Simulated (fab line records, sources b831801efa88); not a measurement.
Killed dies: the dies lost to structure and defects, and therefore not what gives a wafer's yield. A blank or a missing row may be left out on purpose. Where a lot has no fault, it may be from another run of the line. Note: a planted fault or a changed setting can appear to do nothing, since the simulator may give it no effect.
Problem report in the 8D (eight disciplines) form, filled by code :: flow sky130 :: the parts of the form that need people (team, actions taken, sign-off) are left out

== 1. THE ISSUE ==
Mean VT_ADJUST_PCH_TW at SKY_VT_ADJUST_PCH_TW_MEAS_10: 130.9 over 6 wafers in 2 lots; fault-free wafers: 142.7, standard deviation 1.2. That puts it -9.8 standard deviations away from the usual mean.
First observed at day 12 05:20: wafer L113.1, on film-metro-03. The record holds 36 wafers of 12 lots with a number at this step. The rule behind "out" and "out of limits": a value lying over 4 standard deviations away from the usual mean. The other wafers with a number count as sound.

== 2. WHAT IT IS, WHAT IT ISN'T ==
question: which readings at this step
is: VT_ADJUST_PCH_TW
is not: -

question: which lots
is: L112, L113
is not: L108, L109, L110, L114, L118, L121, L123, L124, L125, L129

question: which wafers of those lots
is: all that have a number
is not: -

question: read on which gauges
is: film-metro-03
is not: film-metro-02, film-metro-04

question: when
is: from day 12 05:20
is not: up to then (9 sound wafers); but 21 sound wafers of L114, L118, L121, L123, L124, L125, L129 came after

== 3. SUSPECTS, AND WHAT RULES EACH OUT ==
Counting: a tool stays on the suspect list if, at a process step up to the reading, it processed all lots that are out and no sound lot following the first of them.
- the gauge at SKY_VT_ADJUST_PCH_TW_MEAS_10: ruled out. All the wafers that are out were read on film-metro-03, but those of them that SKY_VT_ADJUST_PCH_IMPLANT_08 has rows for are out there too, on other tools.
- implanter-02 at SKY_VT_ADJUST_PCH_IMPLANT_08: ruled out as a lasting fault. Following L113 (day 12 05:05), the first lot on it that is out, the sound lots L129 were run on it.
Left after counting: nothing in the record.

== 4. THE CAUSE (what the simulator had put in) ==
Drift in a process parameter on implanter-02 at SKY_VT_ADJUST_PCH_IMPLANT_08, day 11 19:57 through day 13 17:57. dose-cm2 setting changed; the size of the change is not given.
Counting ruled it out, wrongly: the rule takes a fault to strike every lot that its tool runs from its start on, and this one did not.

== 5. THE EFFECT CHAIN, in route order ==
Each row: a reading whose mean over the struck wafers that have a number lies more than 3 standard deviations from the usual. Readings are gone through only where the record gives a usual standard deviation; hours: the median, over the lots, of the time from a lot's start at the first step in this table giving one to that lot's start at this step; sigmas: the change measured in usual standard deviations.
hours: 0
step: SKY_VT_ADJUST_PCH_IMPLANT_08
reading: dose-ions-cm2
usual: 5e+11
on struck wafers: 3e+11
change: -2e+11
sigmas: -99 or more

hours: 0
step: SKY_VT_ADJUST_PCH_IMPLANT_08
reading: faraday-current-uA
usual: 2.82
on struck wafers: 1.95
change: -0.87
sigmas: -15

hours: 0
step: SKY_VT_ADJUST_PCH_TW_MEAS_10
reading: VT_ADJUST_PCH_TW
usual: 142.7
on struck wafers: 130.9
change: -11.8
sigmas: -9.8
The process steps in it:
- SKY_VT_ADJUST_PCH_IMPLANT_08
At these later measuring or inspecting steps, every struck wafer for which the step has a row has a number for every such reading, and none has moved that far: SKY_SONOS_TUNNEL_CD_MEAS_07, SKY_SONOS_ONO_THK_MEAS_01.

== 6. WHAT WOULD HAVE CAUGHT IT SOONER ==
The first out-of-limits reading at a measuring or inspecting step in this record came at day 12 05:20, 9 hours after the fault's start at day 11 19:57.
The tool's own readings at SKY_VT_ADJUST_PCH_IMPLANT_08 were out on every struck wafer that the step has a row for (dose-ions-cm2, faraday-current-uA): an alarm limit on them would have fired on the first of those.
